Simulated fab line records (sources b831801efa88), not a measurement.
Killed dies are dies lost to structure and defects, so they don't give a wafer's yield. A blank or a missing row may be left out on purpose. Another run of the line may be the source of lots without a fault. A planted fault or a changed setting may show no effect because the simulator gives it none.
fab line records    flow gf180mcu
[record] lots = 5  wafers = 23
route steps=602 shown V1@347 M2@362 V2@386 M3@411 V3@433
startH: start of the lot's first displayed wafer, in hours after the record's first day    waitH: hours since the lot's step before    " identical to the entry in the row above    L1.1+2: several wafers, shown together as one row    - value missing, or start not given    * or withheld: withheld    < > ~ a bound
route shown NAME@n: names a module that has steps shown in the file, with the first one's number in the route    usual: mean/standard deviation of fault-free wafers    same: alike in all rows    chamber/n: place in a boat    sites: each site's reading    _std_site: how widely they spread, as a standard deviation    _edge_site: outer sites' mean less inner sites'    radiusMm: how far each site lies from the wafer's centre    mask NAME#n: copy n    behind: tool/chamber where the wafer was last shaped    hold: cause of the lot's hold/its duration in hours/its outcome    device: the n, p or np transistor that did not switch    end of line: the tests these same wafers got at the end of their route    a step given without rows: its recipe and nothing more    killed: at the first sort, the dies lost to defects and structure; wafer yield is something else    map: a wafer's dies, x killed, . not, _ none there
set.NAME: the setting as run; set.NAME@STEP: as run at that earlier step    model.NAME: the simulator's own value behind a step, which no gauge read
lots run with intentionally changed settings; tables by step, rows by wafer
[[steps]]
[step GF_V1_PEB_12]
[recipe] pebTempC = 135  pebTimeS = 90  resist = KrF
lot.wafer       tool           chamber  startH  waitH  set.pebTempC
L074.1+2+3+4+5  lithoTrack-01  0        -       -      135
L078.1+3+6      lithoTrack-01  0        -       -      136.7
L078.4+5        "              0        "       "      135
L082.1+3+4+5+6  lithoTrack-04  0        -       -      135
L084.1+4        lithoTrack-02  0        -       -      133.2
L084.3+5+6      "              0        "       "      135
L085.3+5+6      lithoTrack-02  0        -       -      135
[step GF_V1_DEVELOP_13]
[recipe] developTimeS = 60  resist = KrF  devTempC = 21
[step GF_V1_CD_MEAS_14]
[recipe] targetCdNm = 260
[usual] cdNm = 260.3/1.3
lot.wafer  tool      chamber  startH  waitH  set.pebTempC@V1_PEB_12  cdNm
L074.1     cdSem-01  -        400.43  0.1    135                     261.0
L074.2     "         -        "       "      135                     260.6
L074.3     "         -        "       "      135                     260.0
L074.4     "         -        "       "      135                     260.7
L074.5     "         -        "       "      135                     260.5
L078.1     cdSem-01  -        440.73  0.1    136.7                   266.0
L078.3     "         -        "       "      136.7                   265.9
L078.4     "         -        "       "      135                     260.3
L078.5     "         -        "       "      135                     261.8
L078.6     "         -        "       "      136.7                   266.5
L082.1     cdSem-02  -        475.46  0.1    135                     257.1
L082.3     "         -        "       "      135                     259.6
L082.4     "         -        "       "      135                     257.9
L082.5     "         -        "       "      135                     258.8
L082.6     "         -        "       "      135                     260.2
L084.1     cdSem-02  -        507.22  0.1    133.2                   253.4
L084.3     "         -        "       "      135                     258.0
L084.4     "         -        "       "      133.2                   253.6
L084.5     "         -        "       "      135                     257.7
L084.6     "         -        "       "      135                     258.6
L085.3     cdSem-02  -        509.11  0.1    135                     258.1
L085.5     "         -        "       "      135                     260.1
L085.6     "         -        "       "      135                     259.4
[step GF_V1_ETCH_16]
[recipe] chemistry = N2/H2  targetDepthA = withheld  overetchA = withheld  timeS = withheld  target = BARC  ionEnergyEv = 200  sourceW = 500  biasW = 100  pressureMtorr = 30  n2FlowSccm = 100  h2FlowSccm = 200
lot.wafer  tool        chamber  startH  waitH  set.pebTempC@V1_PEB_12  model.V1.cdNm
L074.1     rieDiel-01  3        400.58  0.0    135                     261.3
L074.2+3   "           2,1      "       "      135                     260.6
L074.4     "           0        "       "      135                     260.7
L074.5     "           1        "       "      135                     260.4
L078.1+6   rieDiel-01  2,0      440.88  0.0    136.7                   265.6
L078.3     "           0        "       "      136.7                   264.9
L078.4     "           3        "       "      135                     260.6
L078.5     "           2        "       "      135                     261.2
L082.1     rieDiel-01  1        475.62  0.0    135                     257
L082.3     "           0        "       "      135                     259.6
L082.4     "           2        "       "      135                     257.7
L082.5     "           1        "       "      135                     258.8
L082.6     "           0        "       "      135                     260.2
L084.1     rieDiel-04  2        507.38  0.0    133.2                   253.8
L084.3     "           3        "       "      135                     257.8
L084.4     "           1        "       "      133.2                   253.5
L084.5     "           0        "       "      135                     257.2
L084.6     "           3        "       "      135                     258.9
L085.3     rieDiel-04  0        509.23  0.0    135                     258.3
L085.5     "           0        "       "      135                     259.7
L085.6     "           3        "       "      135                     259.4
[step GF_V1_ETCH_17]
[recipe] chemistry = C4F8/O2/Ar  maskMaterial = KrF  target = SiO2  stopOn = TiN  sourceW = 1500  biasW = 1200  pressureMtorr = 40  c4f8FlowSccm = withheld  O2_flow_sccm = 6  Ar_flow_sccm = 300  timeS = withheld  targetDepthA = 6300
lot.wafer  tool        chamber  startH  waitH  set.pebTempC@V1_PEB_12  model.V1.cdNm
L074.1     rieDiel-01  3        -       -      135                     261.7
L074.2+3   "           2,1      "       "      135                     260.8
L074.4     "           0        "       "      135                     260.9
L074.5     "           1        "       "      135                     260.5
L078.1     rieDiel-01  2        -       -      136.7                   265.8
L078.3     "           0        "       "      136.7                   265.1
L078.4     "           3        "       "      135                     260.7
L078.5     "           2        "       "      135                     261.1
L078.6     "           0        "       "      136.7                   266
L082.1     rieDiel-01  1        -       -      135                     257.1
L082.3     "           0        "       "      135                     259.6
L082.4     "           2        "       "      135                     257.4
L082.5     "           1        "       "      135                     258.7
L082.6     "           0        "       "      135                     260.3
L084.1     rieDiel-04  2        -       -      133.2                   254
L084.3     "           3        "       "      135                     258.3
L084.4     "           1        "       "      133.2                   253.2
L084.5     "           0        "       "      135                     257.2
L084.6     "           3        "       "      135                     259.3
L085.3     rieDiel-04  0        -       -      135                     258.4
L085.5     "           0        "       "      135                     260.3
L085.6     "           3        "       "      135                     260
[step GF_V1_SPUTTER_21]
[recipe] material = Ti  targetThkNm = 15  chamberPressurePa = 5  powerW = 2500  substrateTempC = 200  timeS = 80.02
lot.wafer  tool           chamber  startH  waitH  set.powerW  model.Ti_of_V1_SPUTTER_21.thkNm
L074.1     pvdSputter-03  -        401.24  0.0    2320        13.9
L074.2     "              -        "       "      2320        14.07
L074.3     "              -        "       "      2320        13.76
L074.4     "              -        "       "      2500        14.95
L074.5     "              -        "       "      2500        14.84
L078.1     pvdSputter-04  -        441.54  0.0    2500        15.21
L078.3     "              -        "       "      2340        14.41
L078.4     "              -        "       "      2500        15.33
L078.5     "              -        "       "      2340        14.3
L078.6     "              -        "       "      2500        15.28
L082.1     pvdSputter-04  -        476.28  0.0    2500        14.91
L082.3     "              -        "       "      2500        15
L082.4     "              -        "       "      2500        14.89
L082.5     "              -        "       "      2500        14.96
L082.6     "              -        "       "      2500        15.02
L084.1     pvdSputter-03  -        508.04  0.0    2294        13.94
L084.3     "              -        "       "      2294        14.19
L084.4     "              -        "       "      2500        15.31
L084.5     "              -        "       "      2294        13.99
L084.6     "              -        "       "      2500        15.39
L085.3     pvdSputter-04  -        509.96  0.0    2500        15.08
L085.5     "              -        "       "      2500        15.28
L085.6     "              -        "       "      2500        15.33
[step GF_M2_SPUTTER_00]
[recipe] material = Ti  targetThkNm = 37.5  arrivingIonEnergyEv = 80  substrateTempC = 200  chamberPressurePa = 2  powerW = 4000  timeS = 150
lot.wafer  tool           chamber  startH  waitH  set.chamberPressurePa  model.Ti_of_M2_SPUTTER_00.thkNm
L074.1     pvdSputter-04  -        401.94  0.2    1.896                  39.01
L074.2     "              -        "       "      1.896                  38.81
L074.3     "              -        "       "      1.896                  39.03
L074.4     "              -        "       "      1.896                  38.83
L074.5     "              -        "       "      1.896                  39.15
L078.1     pvdSputter-01  -        442.24  0.1    2                      37.62
L078.3     "              -        "       "      2                      37.85
L078.4     "              -        "       "      2                      38.38
L078.5     "              -        "       "      2                      38.13
L078.6     "              -        "       "      2                      38.17
L082.1     pvdSputter-02  -        476.98  0.2    1.809                  39.95
L082.3     "              -        "       "      1.809                  40.18
L082.4     "              -        "       "      1.809                  39.41
L082.5     "              -        "       "      1.809                  39.96
L082.6     "              -        "       "      1.809                  39.72
L084.1     pvdSputter-04  -        508.74  0.2    1.713                  40.62
L084.3     "              -        "       "      1.713                  40.78
L084.4     "              -        "       "      1.713                  40.85
L084.5     "              -        "       "      1.713                  40.65
L084.6     "              -        "       "      1.713                  40.97
L085.3     pvdSputter-01  -        510.65  0.2    2                      37.03
L085.5     "              -        "       "      2                      37.45
L085.6     "              -        "       "      2                      37.33
[step GF_V2_CMP_04]
[recipe] material = SiO2  downForcePsi = 4  platenRpm = 60  padVelocityMS = 0.94248
lot.wafer  tool    chamber  startH  waitH  set.leaveAboveRefNm  model.SiO2_of_V2_CVD_02.thkNm
L074.4     cmp-02  3        427.24  0.0    606.2                606
L074.1     "       0        "       "      632.5                631.4
L074.3     "       1        "       "      606.2                607.3
L074.2     "       2        "       "      632.5                634.1
L074.5     "       0        "       "      632.5                633.5
L078.4+6   cmp-02  3        467.85  0.0    632.5                633
L078.3     "       1        "       "      663.1                663.3
L078.1     "       2        "       "      663.1                663.2
L078.5     "       0        "       "      663.1                663.6
L082.1     cmp-02  0        502.45  0.1    618.1                616.6
L082.3     "       1        "       "      618.1                618.7
L082.4     "       3        "       "      632.5                631.8
L082.6     "       0        "       "      618.1                616.8
L082.5     "       1        "       "      632.5                631.9
L084.4     cmp-01  2        532.93  0.1    632.5                633.2
L084.3     "       3        "       "      597.5                596.8
L084.1     "       0        "       "      632.5                631.5
L084.6     "       1        "       "      632.5                632
L084.5     "       2        "       "      597.5                596.1
L085.3     cmp-02  3        534.67  0.1    632.5                631.7
L085.6     "       1        "       "      632.5                631.6
L085.5     "       2        "       "      632.5                632.9
[step GF_V2_PEB_12]
[recipe] pebTempC = 135  pebTimeS = 90  resist = KrF
lot.wafer       tool           chamber  startH  waitH  set.pebTimeS
L074.1+2        lithoTrack-01  0        -       -      90
L074.3+4+5      "              0        "       "      77.1
L078.1+3+4+5+6  lithoTrack-03  0        -       -      90
L082.1+5+6      lithoTrack-03  0        -       -      79.4
L082.3+4        "              0        "       "      90
L084.1+3+6      lithoTrack-01  0        -       -      101.4
L084.4+5        "              0        "       "      90
L085.3+5+6      lithoTrack-01  0        -       -      90
[step GF_V2_DEVELOP_13]
[recipe] developTimeS = 60  resist = KrF  devTempC = 21
[step GF_V2_CD_MEAS_14]
[recipe] targetCdNm = 260
[usual] cdNm = 260.1/1.3
lot.wafer  tool      chamber  startH  waitH  set.pebTimeS@V2_PEB_12  cdNm
L074.1     cdSem-02  -        451.78  0.1    90                      261.4
L074.2     "         -        "       "      90                      260.2
L074.3     "         -        "       "      77.1                    257.3
L074.4     "         -        "       "      77.1                    257.2
L074.5     "         -        "       "      77.1                    255.8
L078.1     cdSem-01  -        492.11  0.1    90                      258.8
L078.3     "         -        "       "      90                      259.4
L078.4     "         -        "       "      90                      257.9
L078.5     "         -        "       "      90                      258.7
L078.6     "         -        "       "      90                      259.8
L082.1     cdSem-01  -        526.56  0.1    79.4                    256.8
L082.3     "         -        "       "      90                      258.8
L082.4     "         -        "       "      90                      259.0
L082.5     "         -        "       "      79.4                    256.1
L082.6     "         -        "       "      79.4                    255.2
L084.1     cdSem-02  -        556.19  0.1    101.4                   263.4
L084.3     "         -        "       "      101.4                   262.5
L084.4     "         -        "       "      90                      261.7
L084.5     "         -        "       "      90                      261.5
L084.6     "         -        "       "      101.4                   264.4
L085.3     cdSem-01  -        557.46  0.1    90                      260.0
L085.5     "         -        "       "      90                      261.0
L085.6     "         -        "       "      90                      260.5
[step GF_V2_ETCH_16]
[recipe] chemistry = N2/H2  targetDepthA = withheld  overetchA = withheld  timeS = withheld  target = BARC  ionEnergyEv = 200  sourceW = 500  biasW = 100  pressureMtorr = 30  n2FlowSccm = 100  h2FlowSccm = 200
lot.wafer   tool        chamber  startH  waitH  set.ionEnergyEv
L074.1+4    rieDiel-02  0,1      451.93  0.0    200
L074.2+3+5  "           2,3,0    "       "      178.2
L078.1+5    rieDiel-04  2,3      492.26  0.0    217.7
L078.3+4+6  "           3,2,0    "       "      200
L082.1+4+5  rieDiel-03  1,0,2    526.71  0.0    184.8
L082.3+6    "           3        "       "      200
L084.1+3+4  rieDiel-03  1,0,2    556.35  0.0    200
L084.5+6    "           3,2      "       "      183.7
L085.3+5+6  rieDiel-02  2,3,2    557.58  0.0    200
[step GF_V2_ETCH_17]
[recipe] chemistry = C4F8/O2/Ar  maskMaterial = KrF  target = SiO2  stopOn = TiN  sourceW = 1500  biasW = 1213  pressureMtorr = 40  c4f8FlowSccm = withheld  O2_flow_sccm = 6  Ar_flow_sccm = 300  timeS = withheld  targetDepthA = 6300
[usual] oesProductAu = 0.857/0.005
lot.wafer  tool        chamber  startH  waitH  set.leaveAboveRefNm@V2_CMP_04  oesProductAu  model.V2.featureDepthNm
L074.1     rieDiel-02  0        -       -      632.5                          0.859         631.5
L074.2     "           2        "       "      632.5                          0.857         634.1
L074.3     "           3        "       "      606.2                          0.845         607.4
L074.4     "           1        "       "      606.2                          0.836         606.1
L074.5     "           0        "       "      632.5                          0.859         633.6
L078.1     rieDiel-04  2        -       -      663.1                          0.882         663.3
L078.3     "           3        "       "      663.1                          0.881         663.4
L078.4     "           2        "       "      632.5                          0.861         633.1
L078.5     "           3        "       "      663.1                          0.885         663.7
L078.6     "           0        "       "      632.5                          0.857         633.1
L082.1     rieDiel-03  1        -       -      618.1                          0.839         616.7
L082.3     "           3        "       "      618.1                          0.844         618.8
L082.4     "           0        "       "      632.5                          0.858         631.9
L082.5     "           2        "       "      632.5                          0.858         632
L082.6     "           3        "       "      618.1                          0.838         616.9
L084.1     rieDiel-03  1        -       -      632.5                          0.851         631.6
L084.3     "           0        "       "      597.5                          0.828         596.9
L084.4     "           2        "       "      632.5                          0.857         633.3
L084.5     "           3        "       "      597.5                          0.835         596.2
L084.6     "           2        "       "      632.5                          0.846         632
L085.3     rieDiel-02  2        -       -      632.5                          0.863         631.8
L085.5     "           3        "       "      632.5                          0.847         633
L085.6     "           2        "       "      632.5                          0.844         631.7
[step GF_M3_SPUTTER_02]
[recipe] material = AlCu  targetThkNm = 450  powerW = 10600  timeS = 23.9  chamberPressurePa = 0.4
lot.wafer  tool           chamber  startH  waitH  set.timeS  model.AlCu_of_M3_SPUTTER_02.thkNm
L074.1     pvdSputter-01  -        453.48  0.0    23.9       449.6
L074.2     "              -        "       "      21.65      406.8
L074.3     "              -        "       "      23.9       450.4
L074.4     "              -        "       "      23.9       446
L074.5     "              -        "       "      21.65      407
L078.1     pvdSputter-03  -        493.86  0.0    23.9       438.9
L078.3     "              -        "       "      23.9       441.5
L078.4     "              -        "       "      23.9       439.4
L078.5     "              -        "       "      23.9       441.2
L078.6     "              -        "       "      23.9       440.7
L082.1     pvdSputter-03  -        528.23  0.0    21.48      404.9
L082.3     "              -        "       "      21.48      404.5
L082.4+5   "              -        "       "      23.9       452.2
L082.6     "              -        "       "      23.9       453.9
L084.1     pvdSputter-04  -        557.98  0.0    23.9       447.7
L084.3     "              -        "       "      23.9       445.5
L084.4     "              -        "       "      23.9       450.5
L084.5     "              -        "       "      23.9       447.1
L084.6     "              -        "       "      23.9       445.8
L085.3     pvdSputter-03  -        559.17  0.0    23.9       452.5
L085.5     "              -        "       "      23.9       449.2
L085.6     "              -        "       "      23.9       455.1
[step GF_M3_SPUTTER_04]
[recipe] material = TiN  targetThkNm = 50  powerW = 6500  timeS = 41.7  chamberPressurePa = 0.4
lot.wafer  tool           chamber  startH  waitH  set.timeS  model.TiN_of_M3_SPUTTER_04.thkNm
L074.1     pvdSputter-01  -        453.53  0.0    41.7       50.24
L074.2     "              -        "       "      41.7       49.77
L074.3     "              -        "       "      44.03      52.94
L074.4     "              -        "       "      41.7       50.26
L074.5     "              -        "       "      44.03      52.27
L078.1     pvdSputter-03  -        493.91  0.0    41.7       49.75
L078.3     "              -        "       "      47.04      56.22
L078.4     "              -        "       "      47.04      55.87
L078.5     "              -        "       "      47.04      56.07
L078.6     "              -        "       "      41.7       49.91
L082.1     pvdSputter-03  -        528.28  0.0    46.72      55.23
L082.3     "              -        "       "      41.7       49.99
L082.4     "              -        "       "      41.7       49.62
L082.5     "              -        "       "      46.72      55.4
L082.6     "              -        "       "      41.7       49.8
L084.1     pvdSputter-04  -        558.03  0.0    41.7       50.29
L084.3     "              -        "       "      37.94      45.08
L084.4     "              -        "       "      41.7       49.92
L084.5     "              -        "       "      37.94      45.55
L084.6     "              -        "       "      37.94      45.36
L085.3     pvdSputter-03  -        559.22  0.0    41.7       49.1
L085.5     "              -        "       "      41.7       49.35
L085.6     "              -        "       "      41.7       49.16
[step GF_M3_RS_MEAS_05]
[recipe] thkMeasGauge = four-point-probe  reads = TiN_of_M3_SPUTTER_04+Ti_of_M3_SPUTTER_03+AlCu_of_M3_SPUTTER_02+TiN_of_M3_SPUTTER_01+Ti_of_M3_SPUTTER_00
[usual] M3_ALCU_RS = 0.0697/0.0007
lot.wafer  tool          chamber  startH  waitH  set.timeS@M3_SPUTTER_02  M3_ALCU_RS[ohm/sq]
L074.1     filmMetro-01  -        453.57  0.0    23.9                     0.0696
L074.2     "             -        "       "      21.65                    0.0770
L074.3     "             -        "       "      23.9                     0.0695
L074.4     "             -        "       "      23.9                     0.0702
L074.5     "             -        "       "      21.65                    0.0770
L078.1     filmMetro-03  -        493.95  0.0    23.9                     0.0712
L078.3     "             -        "       "      23.9                     0.0710
L078.4     "             -        "       "      23.9                     0.0713
L078.5     "             -        "       "      23.9                     0.0710
L078.6     "             -        "       "      23.9                     0.0710
L082.1     filmMetro-03  -        528.32  0.0    21.48                    0.0773
L082.3     "             -        "       "      21.48                    0.0776
L082.4     "             -        "       "      23.9                     0.0692
L082.5     "             -        "       "      23.9                     0.0691
L082.6     "             -        "       "      23.9                     0.0690
L084.1     filmMetro-03  -        558.07  0.0    23.9                     0.0699
L084.3     "             -        "       "      23.9                     0.0704
L084.4     "             -        "       "      23.9                     0.0695
L084.5     "             -        "       "      23.9                     0.0700
L084.6     "             -        "       "      23.9                     0.0703
L085.3     filmMetro-01  -        559.30  0.1    23.9                     0.0691
L085.5     "             -        "       "      23.9                     0.0696
L085.6     "             -        "       "      23.9                     0.0688
[step GF_M3_THK_MEAS_06]
[recipe] thkMeasGauge = xrf  reads = AlCu_of_M3_SPUTTER_02
[usual] M3_ALCU_THK = 444/4.1
lot.wafer  tool          chamber  startH  waitH  set.timeS@M3_SPUTTER_02  M3_ALCU_THK[nm]
L074.1     filmMetro-01  -        453.69  0.1    23.9                     446
L074.2     "             -        "       "      21.65                    401
L074.3     "             -        "       "      23.9                     441
L074.4     "             -        "       "      23.9                     438
L074.5     "             -        "       "      21.65                    400
L078.1     filmMetro-03  -        494.07  0.1    23.9                     435
L078.3     "             -        "       "      23.9                     430
L078.4     "             -        "       "      23.9                     432
L078.5     "             -        "       "      23.9                     433
L078.6     "             -        "       "      23.9                     437
L082.1     filmMetro-03  -        528.44  0.1    21.48                    397
L082.3     "             -        "       "      21.48                    399
L082.4     "             -        "       "      23.9                     447
L082.5     "             -        "       "      23.9                     443
L082.6     "             -        "       "      23.9                     450
L084.1     filmMetro-03  -        558.19  0.1    23.9                     441
L084.3     "             -        "       "      23.9                     443
L084.4     "             -        "       "      23.9                     447
L084.5     "             -        "       "      23.9                     446
L084.6     "             -        "       "      23.9                     445
L085.3     filmMetro-01  -        559.40  0.1    23.9                     445
L085.5     "             -        "       "      23.9                     446
L085.6     "             -        "       "      23.9                     450
[step GF_M3_METAL_ETCH_16]
[recipe] chemistry = Cl2/BCl3  maskMaterial = KrF  targetDepthNm = 627.5  stopOn = SiO2  pressureMtorr = 8  icpW = 800  biasW = 140  Cl2_flow_sccm = 80  bcl3FlowSccm = 40  timeS = 104.6
[usual] oesProductAu = 0.970/0.0057
lot.wafer  tool         chamber  startH  waitH  set.biasW  set.timeS@M3_SPUTTER_02  oesProductAu
L074.1     rieMetal-03  0        477.93  0.0    153.6      23.9                     0.970
L074.2     "            1        "       "      140        21.65                    0.934
L074.3     "            0        "       "      140        23.9                     0.976
L074.4     "            1        "       "      140        23.9                     0.973
L074.5     "            0        "       "      153.6      21.65                    0.933
L078.1     rieMetal-01  1        517.33  0.0    140        23.9                     0.964
L078.3     "            0        "       "      153.7      23.9                     0.967
L078.4     "            1        "       "      140        23.9                     0.976
L078.5     "            0        "       "      153.7      23.9                     0.959
L078.6     "            1        "       "      153.7      23.9                     0.965
L082.1     rieMetal-03  1        551.33  0.0    140        21.48                    0.938
L082.3     "            0        "       "      147.4      21.48                    0.932
L082.4     "            1        "       "      140        23.9                     0.963
L082.5     "            1        "       "      147.4      23.9                     0.980
L082.6     "            0        "       "      147.4      23.9                     0.971
L084.1     rieMetal-01  1        580.03  0.0    140        23.9                     0.964
L084.3     "            0        "       "      140        23.9                     0.964
L084.4     "            1        "       "      140        23.9                     0.972
L084.5     "            0        "       "      140        23.9                     0.961
L084.6     "            1        "       "      140        23.9                     0.963
L085.3     rieMetal-03  0        581.00  0.1    140        23.9                     0.981
L085.5     "            1        "       "      140        23.9                     0.971
L085.6     "            0        "       "      140        23.9                     0.972
[step GF_V3_CMP_04]
[recipe] material = SiO2  downForcePsi = 4  platenRpm = 60  padVelocityMS = 0.94248
lot.wafer  tool    chamber  startH  waitH  set.leaveAboveRefNm  model.SiO2_of_V3_CVD_02.thkNm
L074.3     cmp-01  3        478.85  0.0    632.5                631.6
L074.1     "       0        "       "      632.5                632.7
L074.4     "       1        "       "      632.5                632.8
L074.2     "       2        "       "      632.5                631.8
L074.5     "       3        "       "      632.5                632.5
L078.4     cmp-02  2        518.25  0.0    632.5                632.4
L078.3     "       0        "       "      632.5                632.3
L078.1     "       1        "       "      655.7                655.4
L078.5     "       2        "       "      655.7                655.1
L078.6     "       3        "       "      655.7                654.7
L082.1     cmp-01  1        552.36  0.1    601.2                601.1
L082.4     "       2        "       "      632.5                633.4
L082.3     "       3        "       "      601.2                602.6
L082.5     "       1        "       "      632.5                633.1
L082.6     "       2        "       "      601.2                602.1
L084.1     cmp-02  2        581.00  0.1    670.5                670.4
L084.3     "       0        "       "      632.5                631.3
L084.4     "       1        "       "      632.5                631.1
L084.5     "       2        "       "      632.5                631.8
L084.6     "       3        "       "      670.5                669.7
L085.3     cmp-01  2        582.09  0.2    632.5                631.1
L085.5     "       3        "       "      632.5                631.8
L085.6     "       0        "       "      632.5                632.5
[step GF_V3_PEB_12]
[recipe] pebTempC = 135  pebTimeS = 90  resist = KrF
lot.wafer       tool           chamber  startH  waitH  set.pebTempC
L074.1+2        lithoTrack-04  0        -       -      135
L074.3+4+5      "              0        "       "      131.4
L078.1+3+4+5+6  lithoTrack-02  0        -       -      135
L082.1+3+4      lithoTrack-04  0        -       -      138.5
L082.5+6        "              0        "       "      135
L084.1+3+4+5+6  lithoTrack-02  0        -       -      135
L085.3+5+6      lithoTrack-02  0        -       -      135
[step GF_V3_DEVELOP_13]
[recipe] developTimeS = 60  resist = KrF  devTempC = 21
[step GF_V3_CD_MEAS_14]
[recipe] targetCdNm = 260
[usual] cdNm = 259.7/1.2
lot.wafer  tool      chamber  startH  waitH  set.pebTempC@V3_PEB_12  cdNm
L074.1     cdSem-02  -        503.11  0.1    135                     260.3
L074.2     "         -        "       "      135                     259.7
L074.3     "         -        "       "      131.4                   247.8
L074.4     "         -        "       "      131.4                   248.7
L074.5     "         -        "       "      131.4                   249.0
L078.1     cdSem-02  -        541.12  0.1    135                     258.0
L078.3     "         -        "       "      135                     258.5
L078.4     "         -        "       "      135                     257.7
L078.5     "         -        "       "      135                     257.9
L078.6     "         -        "       "      135                     258.3
L082.1     cdSem-01  -        574.36  0.1    138.5                   267.4
L082.3     "         -        "       "      138.5                   266.5
L082.4     "         -        "       "      138.5                   267.7
L082.5     "         -        "       "      135                     259.4
L082.6     "         -        "       "      135                     258.9
L084.1     cdSem-01  -        602.42  0.1    135                     260.7
L084.3     "         -        "       "      135                     261.4
L084.4     "         -        "       "      135                     260.8
L084.5     "         -        "       "      135                     262.0
L084.6     "         -        "       "      135                     261.8
L085.3     cdSem-01  -        603.71  0.1    135                     260.5
L085.5     "         -        "       "      135                     260.4
L085.6     "         -        "       "      135                     261.6
[[key]]
[split] step = GF_V1_PEB_12  setting = pebTempC  stated = 135  by = wafer
[response] step = GF_V1_CD_MEAS_14  reading = cdNm  change = +3.73  per = 1%  r = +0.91
[response] step = GF_V1_ETCH_16  reading = model.V1.cdNm  change = +3.4  per = 1%  r = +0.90
[response] step = GF_V1_ETCH_17  reading = model.V1.cdNm  change = +3.63  per = 1%  r = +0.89
[split] step = GF_V1_SPUTTER_21  setting = powerW  stated = 2500  by = wafer
[response] step = GF_V1_SPUTTER_21  reading = model.Ti_of_V1_SPUTTER_21.thkNm  change = +0.148  per = 1%  r = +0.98
[split] step = GF_M2_SPUTTER_00  setting = chamberPressurePa  stated = 2  by = lot
[response] step = GF_M2_SPUTTER_00  reading = model.Ti_of_M2_SPUTTER_00.thkNm  change = -0.212  per = 1%  r = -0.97
[split] step = GF_V2_CMP_04  setting = leaveAboveRefNm  stated = 632.5  by = wafer
[response] step = GF_V2_CMP_04  reading = model.SiO2_of_V2_CVD_02.thkNm  change = +6.37  per = 1%  r = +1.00
[response] step = GF_V2_ETCH_17  reading = oesProductAu  change = +0.00447  per = 1%  r = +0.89
[response] step = GF_V2_ETCH_17  reading = model.V2.featureDepthNm  change = +6.37  per = 1%  r = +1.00
[split] step = GF_V2_PEB_12  setting = pebTimeS  stated = 90  by = wafer
[response] step = GF_V2_CD_MEAS_14  reading = cdNm  change = +0.229  per = 1%  r = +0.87
[split] step = GF_V2_ETCH_16  setting = ionEnergyEv  stated = 200  by = wafer
response none in this file
[split] step = GF_M3_SPUTTER_02  setting = timeS  stated = 23.9  by = wafer
[response] step = GF_M3_SPUTTER_02  reading = model.AlCu_of_M3_SPUTTER_02.thkNm  change = +4.6  per = 1%  r = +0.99
[response] step = GF_M3_RS_MEAS_05  reading = M3_ALCU_RS  change = -0.000799  per = 1%  r = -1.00
[response] step = GF_M3_THK_MEAS_06  reading = M3_ALCU_THK  change = +4.57  per = 1%  r = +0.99
[response] step = GF_M3_METAL_ETCH_16  reading = oesProductAu  change = +0.00389  per = 1%  r = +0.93
[split] step = GF_M3_SPUTTER_04  setting = timeS  stated = 41.7  by = wafer
[response] step = GF_M3_SPUTTER_04  reading = model.TiN_of_M3_SPUTTER_04.thkNm  change = +0.482  per = 1%  r = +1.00
[split] step = GF_M3_METAL_ETCH_16  setting = biasW  stated = 140  by = wafer
response none clear
[split] step = GF_V3_CMP_04  setting = leaveAboveRefNm  stated = 632.5  by = wafer
[response] step = GF_V3_CMP_04  reading = model.SiO2_of_V3_CVD_02.thkNm  change = +6.35  per = 1%  r = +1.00
[split] step = GF_V3_PEB_12  setting = pebTempC  stated = 135  by = wafer
[response] step = GF_V3_CD_MEAS_14  reading = cdNm  change = +3.72  per = 1%  r = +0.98
